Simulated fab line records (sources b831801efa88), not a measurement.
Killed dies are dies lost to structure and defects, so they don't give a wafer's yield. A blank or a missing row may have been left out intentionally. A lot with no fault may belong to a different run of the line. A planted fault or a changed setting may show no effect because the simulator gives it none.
Struck lot and sound lot, side by side ; flow gf180mcu ; 14 out of 602 route steps
Sound: wafers L359.4, L359.5, L359.6. Wafers L361.1, L361.2, L361.5 were the ones struck. The cause is named last.
For every step that has rows: the tool of each side, followed by ch and its chambers, followed by its first start. Under that, the readings that differ: sound wafers ; struck wafers ; difference of the means ; sigmas: that difference in standard deviations of wafers without a fault.
alike: readings with means less than 2 such deviations apart, plus words and numbers identical on both sides. not compared: withheld readings, readings lacking a value on some wafer, bounds such as >300 that could conceal the same value, and numbers that have no deviation in the record and whose values overlap.
The two part at a step that has a row with sigmas, a row that says differs or no value, or rows on one side only. When numbers do not overlap yet have no deviation, they are printed without sigmas and do not part them. A reading that every wafer of one side lacks parts them only if that side has two wafers or more.

first, 4 steps without rows for these wafers: GF_V2_SOFTBAKE_10 (time 60 s); GF_V2_EXPOSE_11 (exposes mask Via2, target cd 260 nm); GF_V2_PEB_12 (peb time 90 s); GF_V2_DEVELOP_13 (develop time 60 s).
GF_V2_CD_MEAS_14: target cd 260 nm.
  sound: cd-sem-02 at day 25 23:22; struck: cd-sem-01 at day 26 12:23
  alike: cd-nm
GF_V2_OVL_MEAS_15:
  sound: overlay-01 at day 25 23:26; struck: overlay-02 at day 26 12:31
  alike: V2_OVL
GF_V2_ETCH_16: etches BARC in N2/H2.
  sound on rie-diel-01 ch 0,1,3, day 25 23:28; struck on rie-diel-04 ch 0,1,2, day 26 12:32
reading;sound;struck;difference;sigmas
oes-product-au (a.u.);0.865 0.862 0.862;0.853 0.851 0.849;-0.012;-2
  alike: drypump-motor-current-A, throttle-valve-pct
GF_V2_ETCH_17: etches SiO2 in C4F8/O2/Ar, stops on TiN, target depth 630 nm.
  sound on rie-diel-01 ch 0,1,3; struck on rie-diel-04 ch 0,1,2
  alike: oes-product-au
GF_V2_STRIP_18: strips in O2/N2.
  sound on plasma-asher-01 ch 0,1, day 25 23:37; struck on plasma-asher-02 ch 0,1, day 26 12:40
  alike: drypump-motor-current-A, heater-power-w, oes-product-au
  not compared: rf-hours-counter-h
then, 2 steps without rows for these wafers: GF_V2_STRIP_19 (strips in post etch residue remover, time 1200 s); GF_V2_CLEAN_20 (cleans in DIW).
GF_V2_SPUTTER_21: material Ti, target thk 15 nm, time 80.02 s.
  sound: pvd-sputter-04 at day 26 00:10; struck: pvd-sputter-04 at day 26 13:14
  alike: cathode-dc-power-W, chamber-pressure-pa, throttle-valve-pct
GF_V2_SPUTTER_22: material TiN, target thk 10 nm, time 40 s.
  sound: pvd-sputter-04 at day 26 00:13; struck: pvd-sputter-04 at day 26 13:18
  no value came back on the struck wafers for cathode-dc-power-W (W), chamber-pressure-pa (Pa), throttle-valve-pct (%); on the sound wafers cathode-dc-power-W (W) reads 4000.2 3999.6 4000.4
GF_V2_CVD_23: deposits W, target thk 350 nm, time 104.94 s.
  sound on cvd-w-02 ch 0,1, day 26 00:17; struck on cvd-w-01 ch 0,1, day 26 13:20
  alike: heater-power-w

== WHERE THEY PART ==
First at GF_V2_ETCH_16; last, within this record, at GF_V2_SPUTTER_22. Later steps at which nothing parts them and some readings are alike: GF_V2_CVD_23.

WHY: whatever the simulator had introduced
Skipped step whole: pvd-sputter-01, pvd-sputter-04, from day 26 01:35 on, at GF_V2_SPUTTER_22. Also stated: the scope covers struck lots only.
